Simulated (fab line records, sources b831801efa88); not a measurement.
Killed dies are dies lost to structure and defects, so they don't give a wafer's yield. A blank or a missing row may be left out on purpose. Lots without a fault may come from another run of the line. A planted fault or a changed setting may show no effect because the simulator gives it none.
Which tool did it? | flow gf180mcu | 24 lots, 72 wafers sampled, at 6 steps of a route of 602

WHAT THE GAUGES READ, wafer by wafer
GF_M1_CD_MEAS_14: target cd 230 nm.
lot  | measured     | on        | cd_nm (nm)
L074 | day 17 21:20 | cd_sem-01 | 229.3 228.9 230.0
L075 | day 18 05:40 | cd_sem-02 | 230.8 230.2 230.4
L076 | day 18 15:10 | cd_sem-02 | 230.9 231.4 231.1
L077 | day 18 15:53 | cd_sem-02 | 229.1 229.3 229.0
L078 | day 18 19:00 | cd_sem-02 | 230.7 231.2 230.1
L080 | day 19 08:36 | cd_sem-01 | 231.5 229.4 231.0
L079 | day 19 13:39 | cd_sem-01 | 228.7 229.7 230.1
L082 | day 20 04:47 | cd_sem-02 | 230.1 229.4 230.8
L083 | day 20 13:02 | cd_sem-02 | 228.6 229.2 228.9
L081 | day 20 13:38 | cd_sem-02 | 229.7 231.4 228.4
L084 | day 20 22:23 | cd_sem-02 | 228.0 229.0 229.0
L085 | day 21 04:36 | cd_sem-02 | 229.3 229.6 230.0
L086 | day 21 13:26 | cd_sem-02 | 229.0 229.3 229.7
L087 | day 22 00:01 | cd_sem-01 | 230.7 229.6 230.4
L088 | day 22 01:59 | cd_sem-01 | 229.9 230.9 231.1
L089 | day 22 15:38 | cd_sem-01 | 232.1 230.9 231.2
L090 | day 22 22:13 | cd_sem-01 | 230.6 229.3 230.3
L091 | day 23 07:04 | cd_sem-01 | 229.8 230.1 230.2
L092 | day 23 15:47 | cd_sem-01 | 231.4 230.9 231.7
L093 | day 23 18:11 | cd_sem-02 | 230.3 231.4 231.2
L094 | day 24 06:15 | cd_sem-01 | 229.1 229.1 228.0
L095 | day 24 08:37 | cd_sem-01 | 229.9 231.0 231.1
L096 | day 24 17:04 | cd_sem-02 | 228.7 228.4 227.6
L097 | day 24 22:33 | cd_sem-02 | 231.9 231.0 231.3

GF_PASSIVATION_THK_MEAS_03.
lot  | measured     | on            | PASSIVATION_CVD_02_THK (nm)
L074 | day 28 18:34 | film_metro-02 | 692 711 698
L075 | day 29 06:31 | film_metro-01 | 702 705 703
L076 | day 29 10:30 | film_metro-03 | 696 715 713
L077 | day 29 11:25 | film_metro-03 | 692 700 708
L078 | day 29 14:11 | film_metro-03 | 699 703 722
L080 | day 30 01:20 | film_metro-02 | 705 707 709
L079 | day 30 04:11 | film_metro-01 | 679 687 692
L082 | day 30 14:59 | film_metro-03 | 697 689 708
L083 | day 30 20:59 | film_metro-02 | 700 722 722
L081 | day 30 22:28 | film_metro-01 | 704 706 719
L084 | day 31 05:38 | film_metro-01 | 698 714 700
L085 | day 31 09:56 | film_metro-03 | 693 713 708
L086 | day 31 23:17 | film_metro-03 | 691 699 698
L087 | day 32 01:47 | film_metro-03 | 686 701 698
L088 | day 32 02:19 | film_metro-03 | 692 706 701
L089 | day 32 12:05 | film_metro-02 | 686 705 700
L090 | day 32 20:11 | film_metro-02 | 702 691 709
L091 | day 32 23:36 | film_metro-02 | 685 695 704
L092 | day 33 04:32 | film_metro-02 | 688 680 701
L093 | day 33 08:04 | film_metro-01 | 685 686 692
L094 | day 33 15:28 | film_metro-01 | 702 701 721
L095 | day 33 16:29 | film_metro-02 | 680 689 712
L096 | day 33 23:22 | film_metro-02 | 696 689 708
L097 | day 34 02:39 | film_metro-02 | 710 714 715

WHICH TOOL RAN EACH LOT (tool, then ch and the chambers of the sampled wafers, then the start)
lot  | GF_M1_SPUTTER_00             | GF_M4_METAL_ETCH_16               | GF_V4_CMP_04                  | GF_V5_CVD_23
L074 | pvd_sputter-03, day 16 21:53 | rie_metal-03 ch 0,1, day 24 03:11 | cmp-02 ch 0,1, day 24 04:07   | cvd_w-02 ch 0,1, day 27 21:34
L075 | pvd_sputter-03, day 17 06:20 | rie_metal-02 ch 0,1, day 24 16:29 | cmp-01 ch 0,2,3, day 24 17:32 | cvd_w-01 ch 0, day 28 08:53
L076 | pvd_sputter-01, day 17 15:30 | rie_metal-02 ch 0,1, day 24 20:53 | cmp-01 ch 0,3, day 24 21:50   | cvd_w-01 ch 0,1, day 28 13:02
L077 | pvd_sputter-03, day 17 16:17 | rie_metal-04 ch 0, day 24 21:03   | cmp-02 ch 1,2,3, day 24 21:58 | cvd_w-02 ch 0,1, day 28 13:40
L078 | pvd_sputter-02, day 17 19:27 | rie_metal-04 ch 0,1, day 24 23:41 | cmp-02 ch 1,3, day 25 00:38   | cvd_w-01 ch 0,1, day 28 16:41
L080 | pvd_sputter-02, day 18 08:12 | rie_metal-03 ch 0,1, day 25 13:35 | cmp-01 ch 0,2,3, day 25 14:35 | cvd_w-01 ch 0,1, day 29 03:44
L079 | pvd_sputter-01, day 18 12:36 | rie_metal-03 ch 1, day 25 16:47   | cmp-02 ch 0,1,3, day 25 17:44 | cvd_w-02 ch 0,1, day 29 07:11
L082 | pvd_sputter-01, day 19 04:14 | rie_metal-02 ch 0, day 26 06:08   | cmp-02 ch 0,1,2, day 26 07:11 | cvd_w-02 ch 1, day 29 17:51
L083 | pvd_sputter-01, day 19 12:11 | rie_metal-02 ch 0,1, day 26 13:14 | cmp-02 ch 1,2,3, day 26 14:12 | cvd_w-01 ch 0,1, day 30 01:10
L081 | pvd_sputter-03, day 19 12:53 | rie_metal-04 ch 0,1, day 26 13:35 | cmp-02 ch 1,3, day 26 14:33   | cvd_w-02 ch 0,1, day 30 01:55
L084 | pvd_sputter-02, day 19 21:47 | rie_metal-04 ch 1, day 26 19:41   | cmp-02 ch 0,1,3, day 26 20:44 | cvd_w-02 ch 0,1, day 30 09:10
L085 | pvd_sputter-02, day 20 04:26 | rie_metal-02 ch 0,1, day 27 00:45 | cmp-01 ch 0,1,2, day 27 01:47 | cvd_w-02 ch 0,1, day 30 13:38
L086 | pvd_sputter-02, day 20 13:24 | rie_metal-03 ch 0,1, day 27 17:08 | cmp-01 ch 1,2,3, day 27 18:21 | cvd_w-01 ch 0,1, day 31 03:53
L087 | pvd_sputter-03, day 21 00:26 | rie_metal-02 ch 0,1, day 27 18:44 | cmp-02 ch 0,1,2, day 27 19:42 | cvd_w-02 ch 1, day 31 06:20
L088 | pvd_sputter-01, day 21 02:20 | rie_metal-04 ch 0,1, day 27 18:57 | cmp-02 ch 0,1,2, day 27 20:18 | cvd_w-02 ch 0,1, day 31 06:41
L089 | pvd_sputter-02, day 21 12:17 | rie_metal-04 ch 0,1, day 28 08:02 | cmp-02 ch 2,3, day 28 09:17   | cvd_w-02 ch 0,1, day 31 17:30
L090 | pvd_sputter-02, day 21 22:48 | rie_metal-04 ch 0,1, day 28 17:23 | cmp-01 ch 0,1, day 28 18:47   | cvd_w-01 ch 0,1, day 32 01:02
L091 | pvd_sputter-03, day 22 07:49 | rie_metal-03 ch 0,1, day 28 22:26 | cmp-01 ch 0,2,3, day 28 23:55 | cvd_w-02 ch 0,1, day 32 05:25
L092 | pvd_sputter-02, day 22 16:59 | rie_metal-04 ch 0,1, day 29 03:51 | cmp-01 ch 1,2,3, day 29 05:00 | cvd_w-02 ch 1, day 32 10:08
L093 | pvd_sputter-01, day 22 19:53 | rie_metal-04 ch 0,1, day 29 06:59 | cmp-01 ch 0,1,3, day 29 09:05 | cvd_w-02 ch 0,1, day 32 13:51
L094 | pvd_sputter-03, day 23 07:54 | rie_metal-04 ch 0, day 29 16:42   | cmp-01 ch 2,3, day 29 17:37   | cvd_w-01 ch 0,1, day 32 21:01
L095 | pvd_sputter-01, day 23 10:35 | rie_metal-04 ch 0,1, day 29 19:06 | cmp-02 ch 1,2,3, day 29 20:07 | cvd_w-01 ch 0,1, day 32 22:59
L096 | pvd_sputter-03, day 23 19:11 | rie_metal-02 ch 0,1, day 30 03:33 | cmp-01 ch 0,1,2, day 30 04:31 | cvd_w-01 ch 0,1, day 33 05:43
L097 | pvd_sputter-02, day 24 00:35 | rie_metal-04 ch 0,1, day 30 06:44 | cmp-01 ch 0,1,3, day 30 07:47 | cvd_w-02 ch 0,1, day 33 09:13
- GF_M1_SPUTTER_00: material Ti, target thk 37.5 nm, time 150 s.
- GF_M4_METAL_ETCH_16: etches the open film in Cl2/BCl3, stops on SiO2, target depth 627.5 nm, time 104.6 s.
- GF_V4_CMP_04: polishes SiO2.
- GF_V5_CVD_23: deposits W, target thk 350 nm, time 104.9 s.

WHAT THE TOOLS THEMSELVES READ (means of the sampled wafers that have a number; where no wafer has one, the mark that the record gives instead)
GF_M1_SPUTTER_00.
lot  | tool           | throttle_valve_pct (%)
L074 | pvd_sputter-03 | 29.9
L075 | pvd_sputter-03 | 30.9
L076 | pvd_sputter-01 | 29.3
L077 | pvd_sputter-03 | 29.6
L078 | pvd_sputter-02 | 29.8
L080 | pvd_sputter-02 | 29.4
L079 | pvd_sputter-01 | 28.5
L082 | pvd_sputter-01 | 28.1
L083 | pvd_sputter-01 | 29.5
L081 | pvd_sputter-03 | 29.9
L084 | pvd_sputter-02 | 29.8
L085 | pvd_sputter-02 | 29.3
L086 | pvd_sputter-02 | 30.0
L087 | pvd_sputter-03 | 30.0
L088 | pvd_sputter-01 | 29.8
L089 | pvd_sputter-02 | 30.3
L090 | pvd_sputter-02 | 30.2
L091 | pvd_sputter-03 | 28.7
L092 | pvd_sputter-02 | 29.8
L093 | pvd_sputter-01 | 28.6
L094 | pvd_sputter-03 | 29.9
L095 | pvd_sputter-01 | 30.0
L096 | pvd_sputter-03 | 30.3
L097 | pvd_sputter-02 | 30.4

GF_M4_METAL_ETCH_16.
lot  | tool         | chamber_pressure_mTorr (mTorr) | drypump_motor_current_A (A) | oes_product_au (a.u.) | throttle_valve_pct (%)
L074 | rie_metal-03 | 7.996                          | 5.2                         | 0.973                 | 28.247
L075 | rie_metal-02 | 8.005                          | 6.0                         | 0.972                 | 28.246
L076 | rie_metal-02 | 8.004                          | 6.0                         | 0.974                 | 28.248
L077 | rie_metal-04 | 7.996                          | 6.3                         | 0.970                 | 28.252
L078 | rie_metal-04 | 8.002                          | 5.8                         | 0.970                 | 28.253
L080 | rie_metal-03 | 7.995                          | 5.3                         | 0.965                 | 28.260
L079 | rie_metal-03 | 8.000                          | 5.1                         | 0.972                 | 28.247
L082 | rie_metal-02 | 8.002                          | 5.9                         | 0.969                 | 28.256
L083 | rie_metal-02 | 7.999                          | 6.0                         | 0.974                 | 28.241
L081 | rie_metal-04 | 8.000                          | 6.0                         | 0.970                 | 28.248
L084 | rie_metal-04 | 7.997                          | 5.5                         | 0.972                 | 28.248
L085 | rie_metal-02 | 8.003                          | 6.0                         | 0.971                 | 28.241
L086 | rie_metal-03 | 8.002                          | 5.4                         | 0.972                 | 28.253
L087 | rie_metal-02 | 8.001                          | 5.9                         | 0.971                 | 28.249
L088 | rie_metal-04 | 8.000                          | 6.0                         | 0.964                 | 28.253
L089 | rie_metal-04 | 7.997                          | 6.0                         | 0.969                 | 28.251
L090 | rie_metal-04 | 7.994                          | 5.7                         | 0.967                 | 28.248
L091 | rie_metal-03 | 7.999                          | 5.3                         | 0.970                 | 28.243
L092 | rie_metal-04 | 8.003                          | 6.0                         | 0.970                 | 28.262
L093 | rie_metal-04 | 7.997                          | 5.8                         | 0.974                 | 28.254
L094 | rie_metal-04 | 8.002                          | 6.2                         | 0.970                 | 28.258
L095 | rie_metal-04 | 8.006                          | 5.8                         | 0.976                 | 28.251
L096 | rie_metal-02 | 8.000                          | 6.0                         | 0.970                 | 28.254
L097 | rie_metal-04 | 8.003                          | 6.0                         | 0.978                 | 28.247

GF_V4_CMP_04.
lot  | tool   | motor_current_A (A) | time_to_endpoint_s (s)
L074 | cmp-02 | 11.7                | 81
L075 | cmp-01 | 10.9                | 77
L076 | cmp-01 | 11.2                | 77
L077 | cmp-02 | 11.8                | 74
L078 | cmp-02 | 12.1                | 85
L080 | cmp-01 | 11.1                | 74
L079 | cmp-02 | 11.5                | 80
L082 | cmp-02 | 11.5                | 78
L083 | cmp-02 | 12.0                | 80
L081 | cmp-02 | 11.7                | 82
L084 | cmp-02 | 12.0                | 88
L085 | cmp-01 | 10.7                | 77
L086 | cmp-01 | 11.5                | 79
L087 | cmp-02 | 11.9                | 75
L088 | cmp-02 | 11.8                | 77
L089 | cmp-02 | 11.2                | 75
L090 | cmp-01 | 10.3                | 79
L091 | cmp-01 | 10.9                | 79
L092 | cmp-01 | 10.9                | 75
L093 | cmp-01 | 11.0                | 77
L094 | cmp-01 | 11.5                | 79
L095 | cmp-02 | 11.4                | 68
L096 | cmp-01 | 10.2                | 74
L097 | cmp-01 | 11.2                | 93

GF_V5_CVD_23.
lot  | tool     | heater_power_w (W) | susceptor_temp_C (C)
L074 | cvd_w-02 | 843                | 399.94
L075 | cvd_w-01 | 697                | 399.71
L076 | cvd_w-01 | 787                | 399.97
L077 | cvd_w-02 | 830                | 399.66
L078 | cvd_w-01 | 854                | 400.12
L080 | cvd_w-01 | 783                | 400.08
L079 | cvd_w-02 | 770                | 399.89
L082 | cvd_w-02 | 902                | 400.11
L083 | cvd_w-01 | 856                | 400.00
L081 | cvd_w-02 | 798                | 399.86
L084 | cvd_w-02 | 848                | 400.04
L085 | cvd_w-02 | 847                | 399.77
L086 | cvd_w-01 | 872                | 400.18
L087 | cvd_w-02 | 897                | 400.04
L088 | cvd_w-02 | 843                | 400.00
L089 | cvd_w-02 | 790                | 399.99
L090 | cvd_w-01 | 866                | 400.19
L091 | cvd_w-02 | 786                | 400.03
L092 | cvd_w-02 | 895                | 399.75
L093 | cvd_w-02 | 795                | 400.12
L094 | cvd_w-01 | 783                | 399.73
L095 | cvd_w-01 | 854                | 400.03
L096 | cvd_w-01 | 771                | 399.90
L097 | cvd_w-02 | 786                | 400.11

THE ANSWER, worked out from the rows above alone
Rule: what is usual is taken from the lots themselves. Put in order of their means at a reading, lots are off if they are a third of the lots or fewer, leave a main group of 4 or more, and stand apart from it by a gap of 3 or more times the standard deviation of the main group's means; of several such gaps the widest counts. A main group whose means are all the same, to the digits that the tables above print for the reading, isn't used. A lot without any number at a reading at which 4 lots or more have one is off too. The other lots that the step has rows for count as sound. The gauges are gone through in route order, then the tools' own readings, and for those a lot's mean is taken as printed above. The first step at which some lot is off is used, and at that step the reading that is off furthest; a lot without a number counts as furthest.
No lot is off at any reading shown: from this, nothing can be told.

WHAT THE SIMULATOR HAD PUT IN
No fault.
